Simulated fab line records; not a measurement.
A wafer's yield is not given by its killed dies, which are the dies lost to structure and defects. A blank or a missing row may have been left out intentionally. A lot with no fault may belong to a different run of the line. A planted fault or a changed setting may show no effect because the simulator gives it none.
Lot-split experiment || flow sfqLine || 5 lots, 23 wafers read, on a route of 325 steps

== ON THE SPLIT ==
At SFQ_TRILAYER_I7_VIA_LITHO_COAT_187 (resist thk 650 nm), the setting resistThkNm was moved away from the recipe's 650 nm on 10 of the 23 wafers read, by -5.9% to +5.8%. For the rest of the wafers, this setting stayed at what the recipe calls for.

Between the split and the reading, the file records no step.

== THE READING ==
KrF_of_TRILAYER_I7_VIA_LITHO_COAT_187.thkNm (the simulator's own value, which no gauge read), in nm, at SFQ_TRILAYER_I7_VIA_BARC_OPEN_VIA_ETCH_260 (etches BARC in O2, target depth 125 nm, time 41.7 s). The file does not state a usual value for it. Across the 13 wafers here that went through the recipe, the average is 573.6 nm and the standard deviation 1.7 nm.

{"wafer": "L074.2", "tool, chamber at the split": "lithoTrack-04, 0", "resistThkNm as run, nm": 650, "against the recipe": "recipe", "KrF_of_TRILAYER_I7_VIA_LITHO_COAT_187.thkNm, nm": 575.4, "against lot-mates on the recipe": "-"}
{"wafer": "L074.4", "tool, chamber at the split": "lithoTrack-04, 0", "resistThkNm as run, nm": 650, "against the recipe": "recipe", "KrF_of_TRILAYER_I7_VIA_LITHO_COAT_187.thkNm, nm": 575.2, "against lot-mates on the recipe": "-"}
{"wafer": "L074.6", "tool, chamber at the split": "lithoTrack-04, 0", "resistThkNm as run, nm": 650, "against the recipe": "recipe", "KrF_of_TRILAYER_I7_VIA_LITHO_COAT_187.thkNm, nm": 573.9, "against lot-mates on the recipe": "-"}
{"wafer": "L075.1", "tool, chamber at the split": "lithoTrack-04, 0", "resistThkNm as run, nm": 660.6, "against the recipe": "+1.6%", "KrF_of_TRILAYER_I7_VIA_LITHO_COAT_187.thkNm, nm": 583.7, "against lot-mates on the recipe": "+12.3"}
{"wafer": "L075.2", "tool, chamber at the split": "lithoTrack-04, 0", "resistThkNm as run, nm": 650, "against the recipe": "recipe", "KrF_of_TRILAYER_I7_VIA_LITHO_COAT_187.thkNm, nm": 571.4, "against lot-mates on the recipe": "-"}
{"wafer": "L075.4", "tool, chamber at the split": "lithoTrack-04, 0", "resistThkNm as run, nm": 660.6, "against the recipe": "+1.6%", "KrF_of_TRILAYER_I7_VIA_LITHO_COAT_187.thkNm, nm": 583.2, "against lot-mates on the recipe": "+11.8"}
{"wafer": "L075.5", "tool, chamber at the split": "lithoTrack-04, 0", "resistThkNm as run, nm": 650, "against the recipe": "recipe", "KrF_of_TRILAYER_I7_VIA_LITHO_COAT_187.thkNm, nm": 571.4, "against lot-mates on the recipe": "-"}
{"wafer": "L075.6", "tool, chamber at the split": "lithoTrack-04, 0", "resistThkNm as run, nm": 660.6, "against the recipe": "+1.6%", "KrF_of_TRILAYER_I7_VIA_LITHO_COAT_187.thkNm, nm": 581.8, "against lot-mates on the recipe": "+10.4"}
{"wafer": "L078.1", "tool, chamber at the split": "lithoTrack-01, 0", "resistThkNm as run, nm": 650, "against the recipe": "recipe", "KrF_of_TRILAYER_I7_VIA_LITHO_COAT_187.thkNm, nm": 574.4, "against lot-mates on the recipe": "-"}
{"wafer": "L078.3", "tool, chamber at the split": "lithoTrack-01, 0", "resistThkNm as run, nm": 650, "against the recipe": "recipe", "KrF_of_TRILAYER_I7_VIA_LITHO_COAT_187.thkNm, nm": 576.3, "against lot-mates on the recipe": "-"}
{"wafer": "L078.4", "tool, chamber at the split": "lithoTrack-01, 0", "resistThkNm as run, nm": 612.7, "against the recipe": "-5.7%", "KrF_of_TRILAYER_I7_VIA_LITHO_COAT_187.thkNm, nm": 538.9, "against lot-mates on the recipe": -36.7}
{"wafer": "L078.5", "tool, chamber at the split": "lithoTrack-01, 0", "resistThkNm as run, nm": 612.7, "against the recipe": "-5.7%", "KrF_of_TRILAYER_I7_VIA_LITHO_COAT_187.thkNm, nm": 538.5, "against lot-mates on the recipe": -37.1}
{"wafer": "L078.6", "tool, chamber at the split": "lithoTrack-01, 0", "resistThkNm as run, nm": 650, "against the recipe": "recipe", "KrF_of_TRILAYER_I7_VIA_LITHO_COAT_187.thkNm, nm": 576, "against lot-mates on the recipe": "-"}
{"wafer": "L083.1", "tool, chamber at the split": "lithoTrack-04, 0", "resistThkNm as run, nm": 687.4, "against the recipe": "+5.8%", "KrF_of_TRILAYER_I7_VIA_LITHO_COAT_187.thkNm, nm": 612.4, "against lot-mates on the recipe": "+40.3"}
{"wafer": "L083.2", "tool, chamber at the split": "lithoTrack-04, 0", "resistThkNm as run, nm": 687.4, "against the recipe": "+5.8%", "KrF_of_TRILAYER_I7_VIA_LITHO_COAT_187.thkNm, nm": 611, "against lot-mates on the recipe": "+38.9"}
{"wafer": "L083.4", "tool, chamber at the split": "lithoTrack-04, 0", "resistThkNm as run, nm": 650, "against the recipe": "recipe", "KrF_of_TRILAYER_I7_VIA_LITHO_COAT_187.thkNm, nm": 572.6, "against lot-mates on the recipe": "-"}
{"wafer": "L083.5", "tool, chamber at the split": "lithoTrack-04, 0", "resistThkNm as run, nm": 687.4, "against the recipe": "+5.8%", "KrF_of_TRILAYER_I7_VIA_LITHO_COAT_187.thkNm, nm": 610.5, "against lot-mates on the recipe": "+38.4"}
{"wafer": "L083.6", "tool, chamber at the split": "lithoTrack-04, 0", "resistThkNm as run, nm": 650, "against the recipe": "recipe", "KrF_of_TRILAYER_I7_VIA_LITHO_COAT_187.thkNm, nm": 571.6, "against lot-mates on the recipe": "-"}
{"wafer": "L085.1", "tool, chamber at the split": "lithoTrack-04, 0", "resistThkNm as run, nm": 650, "against the recipe": "recipe", "KrF_of_TRILAYER_I7_VIA_LITHO_COAT_187.thkNm, nm": 572.7, "against lot-mates on the recipe": "-"}
{"wafer": "L085.2", "tool, chamber at the split": "lithoTrack-04, 0", "resistThkNm as run, nm": 650, "against the recipe": "recipe", "KrF_of_TRILAYER_I7_VIA_LITHO_COAT_187.thkNm, nm": 572.4, "against lot-mates on the recipe": "-"}
{"wafer": "L085.3", "tool, chamber at the split": "lithoTrack-04, 0", "resistThkNm as run, nm": 611.9, "against the recipe": "-5.9%", "KrF_of_TRILAYER_I7_VIA_LITHO_COAT_187.thkNm, nm": 536.2, "against lot-mates on the recipe": -36.5}
{"wafer": "L085.4", "tool, chamber at the split": "lithoTrack-04, 0", "resistThkNm as run, nm": 611.9, "against the recipe": "-5.9%", "KrF_of_TRILAYER_I7_VIA_LITHO_COAT_187.thkNm, nm": 534.3, "against lot-mates on the recipe": -38.4}
{"wafer": "L085.6", "tool, chamber at the split": "lithoTrack-04, 0", "resistThkNm as run, nm": 650, "against the recipe": "recipe", "KrF_of_TRILAYER_I7_VIA_LITHO_COAT_187.thkNm, nm": 573, "against lot-mates on the recipe": "-"}

THE FIT
A straight line over all 23 wafers: KrF_of_TRILAYER_I7_VIA_LITHO_COAT_187.thkNm changes by +6.39 nm for each +1% of resistThkNm; r = +1.00; the points scatter about the line by 1.6 nm.
The same after taking each lot's own level away (the mean of its wafers on the recipe; 23 wafers): +6.6 nm for each +1%; r = +1.00; scatter 0.88 nm.
According to that fit, moving resistThkNm by its largest amount changes the reading by 39 nm.
The lots' own levels span 571.40 to 575.57 nm, that is 2.5 times the standard deviation above.
So the lot-to-lot level changes the slope little: the two slopes agree.
Check: for one of the wafers moved furthest among these (-5.9%), held out of the fit, the line's prediction against its lot-mates is -38.6 nm. Against them it came out at -36.5 nm.

== THE OTHER SPLITS THESE WAFERS WENT THROUGH ==
Note: prior to the reading, these wafers also went through further splits. Each is held against what the fit with the lots' levels taken away leaves over:
{"other split on the same wafers": "SFQ_TRILAYER_C5_LITHO_COAT_151 spinRpm", "wafers away from the commonest value": 10, "r with KrF_of_TRILAYER_I7_VIA_LITHO_COAT_187.thkNm (lot level and that fit taken away)": -0.13}
{"other split on the same wafers": "SFQ_TRILAYER_C5_LITHO_PEB_154 pebTimeS", "wafers away from the commonest value": 5, "r with KrF_of_TRILAYER_I7_VIA_LITHO_COAT_187.thkNm (lot level and that fit taken away)": -0.12}
{"other split on the same wafers": "SFQ_TRILAYER_M6_LITHO_PEB_162 pebTimeS", "wafers away from the commonest value": 10, "r with KrF_of_TRILAYER_I7_VIA_LITHO_COAT_187.thkNm (lot level and that fit taken away)": -0.05}
{"other split on the same wafers": "SFQ_TRILAYER_M6_ETCH_METAL_ETCH_162 pressureMtorr", "wafers away from the commonest value": 15, "r with KrF_of_TRILAYER_I7_VIA_LITHO_COAT_187.thkNm (lot level and that fit taken away)": "+0.03"}
{"other split on the same wafers": "SFQ_TRILAYER_I6_VIA_LITHO_COAT_174 resistThkNm", "wafers away from the commonest value": 8, "r with KrF_of_TRILAYER_I7_VIA_LITHO_COAT_187.thkNm (lot level and that fit taken away)": -0.02}
{"other split on the same wafers": "SFQ_TRILAYER_I6_VIA_LITHO_PEB_172 pebTempC", "wafers away from the commonest value": 5, "r with KrF_of_TRILAYER_I7_VIA_LITHO_COAT_187.thkNm (lot level and that fit taken away)": -0.37}
{"other split on the same wafers": "SFQ_TRILAYER_M7_DEP_SPUTTER_175 timeS", "wafers away from the commonest value": 9, "r with KrF_of_TRILAYER_I7_VIA_LITHO_COAT_187.thkNm (lot level and that fit taken away)": "+0.06"}
{"other split on the same wafers": "SFQ_TRILAYER_M7_LITHO_COAT_177 resistThkNm", "wafers away from the commonest value": 6, "r with KrF_of_TRILAYER_I7_VIA_LITHO_COAT_187.thkNm (lot level and that fit taken away)": "+0.30"}

== THE WHOLE CHAIN: every reading that the file lists as answering this split, in the file's order ==
{"step": "SFQ_TRILAYER_I7_VIA_LITHO_COAT_187", "what it does": "resist thk 650 nm", "reading": "KrF_of_TRILAYER_I7_VIA_LITHO_COAT_187.thkNm (the simulator's own value, which no gauge read)", "change (the file's fit)": "+6.49 nm for each +1% of the setting", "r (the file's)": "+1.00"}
{"step": "SFQ_TRILAYER_I7_VIA_BARC_OPEN_VIA_ETCH_260", "what it does": "etches BARC in O2, target depth 125 nm, time 41.7 s", "reading": "KrF_of_TRILAYER_I7_VIA_LITHO_COAT_187.thkNm (the simulator's own value, which no gauge read)", "change (the file's fit)": "+6.56 nm for each +1% of the setting", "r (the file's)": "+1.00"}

== THE FILE'S OWN FIT ==
KrF_of_TRILAYER_I7_VIA_LITHO_COAT_187.thkNm changes by +6.56 nm for each +1% of resistThkNm, r = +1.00.
